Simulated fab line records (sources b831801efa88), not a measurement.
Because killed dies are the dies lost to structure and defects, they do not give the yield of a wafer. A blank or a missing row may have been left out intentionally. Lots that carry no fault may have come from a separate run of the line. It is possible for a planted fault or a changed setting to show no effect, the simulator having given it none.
Which tool did it? / flow sky130 / 13 lots with 38 wafers sampled at 5 steps, on a route of 708 steps

WHAT THE GAUGES SHOWED, per wafer
SKY_VT_ADJUST_HVTR_TW_MEAS_11.
lot=L693; measured=day 10 02:19; on=film_metro-04; VT_ADJUST_HVTR_TW=215.0 215.0 213.6
lot=L695; measured=day 10 12:10; on=film_metro-03; VT_ADJUST_HVTR_TW=211.0 211.1 209.9
lot=L696; measured=day 10 20:08; on=film_metro-03; VT_ADJUST_HVTR_TW=210.8 211.0 210.0
lot=L698; measured=day 11 04:50; on=film_metro-02; VT_ADJUST_HVTR_TW=214.1 213.8 212.7
lot=L699; measured=day 11 11:43; on=film_metro-02; VT_ADJUST_HVTR_TW=211.9 212.1
lot=L702; measured=day 12 08:48; on=film_metro-03; VT_ADJUST_HVTR_TW=209.8 210.5 210.5
lot=L703; measured=day 12 17:40; on=film_metro-02; VT_ADJUST_HVTR_TW=211.7 212.5 212.0
lot=L707; measured=day 14 09:22; on=film_metro-03; VT_ADJUST_HVTR_TW=212.0 212.1 212.4
lot=L708; measured=day 14 12:52; on=film_metro-02; VT_ADJUST_HVTR_TW=212.6 212.8 213.9
lot=L710; measured=day 14 23:53; on=film_metro-02; VT_ADJUST_HVTR_TW=214.1 212.6 213.8
lot=L712; measured=day 16 02:17; on=film_metro-02; VT_ADJUST_HVTR_TW=211.5 211.9 213.0
lot=L713; measured=day 16 03:32; on=film_metro-04; VT_ADJUST_HVTR_TW=214.4 214.0 215.4
lot=L714; measured=day 16 06:59; on=film_metro-03; VT_ADJUST_HVTR_TW=210.8 211.5 210.2

SKY_SONOS_TUNNEL_CD_MEAS_07: target cd 410 nm.
lot=L693; measured=day 12 02:23; on=cd_sem-01; cd_nm (nm)=408.4 407.4 407.8
lot=L695; measured=day 12 14:02; on=cd_sem-01; cd_nm (nm)=410.6 409.3 412.8
lot=L696; measured=day 12 23:26; on=cd_sem-01; cd_nm (nm)=410.9 410.1 411.0
lot=L698; measured=day 13 08:25; on=cd_sem-02; cd_nm (nm)=408.1 410.3 411.2
lot=L699; measured=day 13 16:04; on=cd_sem-01; cd_nm (nm)=409.4 410.5
lot=L702; measured=day 14 12:45; on=cd_sem-01; cd_nm (nm)=379.5 379.6 379.9
lot=L703; measured=day 14 21:56; on=cd_sem-01; cd_nm (nm)=373.2 373.7 372.7
lot=L707; measured=day 16 16:45; on=cd_sem-02; cd_nm (nm)=384.2 387.9 387.0
lot=L708; measured=day 16 21:00; on=cd_sem-01; cd_nm (nm)=405.8 409.1 405.9
lot=L710; measured=day 17 09:11; on=cd_sem-02; cd_nm (nm)=407.5 406.1 406.0
lot=L712; measured=day 18 13:27; on=cd_sem-01; cd_nm (nm)=411.7 409.4 409.9
lot=L713; measured=day 18 13:35; on=cd_sem-02; cd_nm (nm)=407.4 408.4 409.2
lot=L714; measured=day 18 17:47; on=cd_sem-02; cd_nm (nm)=410.4 409.3 409.2

SKY_SONOS_ONO_THK_MEAS_01.
lot=L693; measured=day 12 06:45; on=film_metro-04; SONOS_ONO_OXIDATION_THK (nm)=2.58 2.56 2.57
lot=L695; measured=day 12 16:34; on=film_metro-01; SONOS_ONO_OXIDATION_THK (nm)=2.56 2.54 2.57
lot=L696; measured=day 13 01:25; on=film_metro-01; SONOS_ONO_OXIDATION_THK (nm)=2.62 2.56 2.62
lot=L698; measured=day 13 11:29; on=film_metro-02; SONOS_ONO_OXIDATION_THK (nm)=2.61 2.66 2.60
lot=L699; measured=day 13 19:23; on=film_metro-02; SONOS_ONO_OXIDATION_THK (nm)=2.58 2.61
lot=L702; measured=day 14 15:59; on=film_metro-04; SONOS_ONO_OXIDATION_THK (nm)=2.50 2.59 2.51
lot=L703; measured=day 14 23:55; on=film_metro-01; SONOS_ONO_OXIDATION_THK (nm)=2.59 2.67 2.60
lot=L707; measured=day 16 20:54; on=film_metro-02; SONOS_ONO_OXIDATION_THK (nm)=2.61 2.60 2.59
lot=L708; measured=day 17 00:44; on=film_metro-04; SONOS_ONO_OXIDATION_THK (nm)=2.62 2.61 2.58
lot=L710; measured=day 17 11:10; on=film_metro-01; SONOS_ONO_OXIDATION_THK (nm)=2.68 2.65 2.65
lot=L712; measured=day 18 16:23; on=film_metro-04; SONOS_ONO_OXIDATION_THK (nm)=2.70 2.65 2.64
lot=L713; measured=day 18 16:23; on=film_metro-02; SONOS_ONO_OXIDATION_THK (nm)=2.65 2.66 2.60
lot=L714; measured=day 18 21:00; on=film_metro-01; SONOS_ONO_OXIDATION_THK (nm)=2.66 2.56 2.60

SKY_SONOS_ONO_CD_MEAS_13: target cd 410 nm.
lot=L693; measured=day 13 12:47; on=cd_sem-02; cd_nm (nm)=408.0 410.0 410.6
lot=L695; measured=day 13 21:32; on=cd_sem-02; cd_nm (nm)=409.3 409.7 408.1
lot=L696; measured=day 14 06:52; on=cd_sem-02; cd_nm (nm)=406.9 407.0 406.8
lot=L698; measured=day 14 17:37; on=cd_sem-02; cd_nm (nm)=406.7 407.4 408.6
lot=L699; measured=day 15 00:24; on=cd_sem-01; cd_nm (nm)=409.5 409.3
lot=L702; measured=day 15 21:44; on=cd_sem-01; cd_nm (nm)=410.8 412.5 411.1
lot=L703; measured=day 16 06:38; on=cd_sem-02; cd_nm (nm)=411.4 409.7 410.7
lot=L707; measured=day 18 04:09; on=cd_sem-01; cd_nm (nm)=412.1 411.1 412.4
lot=L708; measured=day 18 11:06; on=cd_sem-01; cd_nm (nm)=413.5 412.3 410.8
lot=L710; measured=day 18 19:39; on=cd_sem-01; cd_nm (nm)=413.7 413.0 413.3
lot=L712; measured=day 20 02:23; on=cd_sem-01; cd_nm (nm)=409.5 410.7 413.6
lot=L713; measured=day 20 02:39; on=cd_sem-02; cd_nm (nm)=413.0 412.6 410.6
lot=L714; measured=day 20 08:10; on=cd_sem-02; cd_nm (nm)=414.5 413.8 415.0

TOOL THAT RAN EACH LOT (tool first, then ch and the chambers of the sampled wafers, then the start)
lot=L693; SKY_SONOS_TUNNEL_EXPOSE_04=iline_stepper-02 ch 0, day 11 13:34
lot=L695; SKY_SONOS_TUNNEL_EXPOSE_04=iline_stepper-02 ch 0, day 12 00:49
lot=L696; SKY_SONOS_TUNNEL_EXPOSE_04=iline_stepper-01 ch 0, day 12 09:50
lot=L698; SKY_SONOS_TUNNEL_EXPOSE_04=iline_stepper-02 ch 0, day 12 19:10
lot=L699; SKY_SONOS_TUNNEL_EXPOSE_04=iline_stepper-01 ch 0, day 13 02:38
lot=L702; SKY_SONOS_TUNNEL_EXPOSE_04=iline_stepper-02 ch 0, day 14 00:19
lot=L703; SKY_SONOS_TUNNEL_EXPOSE_04=iline_stepper-02 ch 0, day 14 08:49
lot=L707; SKY_SONOS_TUNNEL_EXPOSE_04=iline_stepper-02 ch 0, day 16 03:08
lot=L708; SKY_SONOS_TUNNEL_EXPOSE_04=iline_stepper-01 ch 0, day 16 07:13
lot=L710; SKY_SONOS_TUNNEL_EXPOSE_04=iline_stepper-01 ch 0, day 16 18:32
lot=L712; SKY_SONOS_TUNNEL_EXPOSE_04=iline_stepper-01 ch 0, day 17 22:04
lot=L713; SKY_SONOS_TUNNEL_EXPOSE_04=iline_stepper-01 ch 0, day 17 22:16
lot=L714; SKY_SONOS_TUNNEL_EXPOSE_04=iline_stepper-01 ch 0, day 18 02:48
- SKY_SONOS_TUNNEL_EXPOSE_04: exposes mask TUNM, target cd 410 nm.

AS READ BY THE TOOLS THEMSELVES (means over the sampled wafers that have a number; for cases with no such wafer, the mark the record gives instead)
SKY_SONOS_TUNNEL_EXPOSE_04.
lot=L693; tool=iline_stepper-02; exposure_dose_mJ_cm2=136.11; reticle_temp_C (C)=22.94; stage_vel_mm_s (mm/s)=500.45
lot=L695; tool=iline_stepper-02; exposure_dose_mJ_cm2=136.02; reticle_temp_C (C)=22.94; stage_vel_mm_s (mm/s)=499.96
lot=L696; tool=iline_stepper-01; exposure_dose_mJ_cm2=136.04; reticle_temp_C (C)=23.04; stage_vel_mm_s (mm/s)=499.48
lot=L698; tool=iline_stepper-02; exposure_dose_mJ_cm2=135.98; reticle_temp_C (C)=23.03; stage_vel_mm_s (mm/s)=499.78
lot=L699; tool=iline_stepper-01; exposure_dose_mJ_cm2=135.78; reticle_temp_C (C)=22.97; stage_vel_mm_s (mm/s)=500.05
lot=L702; tool=iline_stepper-02; exposure_dose_mJ_cm2=121.42; reticle_temp_C (C)=22.98; stage_vel_mm_s (mm/s)=500.16
lot=L703; tool=iline_stepper-02; exposure_dose_mJ_cm2=121.47; reticle_temp_C (C)=23.07; stage_vel_mm_s (mm/s)=500.09
lot=L707; tool=iline_stepper-02; exposure_dose_mJ_cm2=126.78; reticle_temp_C (C)=22.91; stage_vel_mm_s (mm/s)=499.82
lot=L708; tool=iline_stepper-01; exposure_dose_mJ_cm2=136.03; reticle_temp_C (C)=23.11; stage_vel_mm_s (mm/s)=500.06
lot=L710; tool=iline_stepper-01; exposure_dose_mJ_cm2=136.10; reticle_temp_C (C)=23.06; stage_vel_mm_s (mm/s)=500.00
lot=L712; tool=iline_stepper-01; exposure_dose_mJ_cm2=135.90; reticle_temp_C (C)=22.90; stage_vel_mm_s (mm/s)=500.10
lot=L713; tool=iline_stepper-01; exposure_dose_mJ_cm2=136.08; reticle_temp_C (C)=23.05; stage_vel_mm_s (mm/s)=500.21
lot=L714; tool=iline_stepper-01; exposure_dose_mJ_cm2=135.97; reticle_temp_C (C)=23.11; stage_vel_mm_s (mm/s)=500.06

THE ANSWER, worked out from the rows above alone
Rule: usual is defined by the lots themselves. The widest of any qualifying gaps counts: lots, ordered by their means at a reading, are off when they make up no more than a third of the lots, leave a main group of 4 or more, and stand apart from it by 3 or more times the standard deviation of that group's means. If all means in a main group match to the digits the tables above print for the reading, that group is not used. Also off: a lot with no number at a reading for which 4 or more lots have one. All remaining lots with rows at the step are treated as sound. The gauges are gone through in route order, then the tools' own readings, and for those a lot's mean is taken as printed above. The first step at which some lot is off is used, and at that step the reading that is off furthest; a lot without a number counts as furthest.
Off at SKY_SONOS_TUNNEL_CD_MEAS_07 (cd_nm): L702, L703, L707. Main group: mean 409.1 nm, sd 1.5.
A tool fits if, at a process step before that reading, it ran every lot that is off, and no sound lot after the first of them. The gauges at SKY_SONOS_TUNNEL_CD_MEAS_07 aren't tried: what is off there is off at SKY_SONOS_TUNNEL_EXPOSE_04 too, on other tools, and a gauge's error can't cause that. One candidate fits, namely iline_stepper-02 at SKY_SONOS_TUNNEL_EXPOSE_04. A fault onset in the window from L698 (day 12 19:10, its last sound lot) to L702 (day 14 00:19, its first lot off) fits.
On the lots that are off, the tool's own readings at SKY_SONOS_TUNNEL_EXPOSE_04 differ by more than 5 times the standard deviation of the sound lots' means, which bears it out; exposure_dose_mJ_cm2 reads 123.22 there versus 136.00 on the sound lots.

WHAT THE SIMULATOR HAD INSERTED
Drift in process parameters on iline_stepper-02 at SKY_SONOS_TUNNEL_EXPOSE_04, starting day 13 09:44. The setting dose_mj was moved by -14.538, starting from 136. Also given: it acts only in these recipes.
Struck lots among those shown: L702, L703, L707. The rule given above showed the same thing.
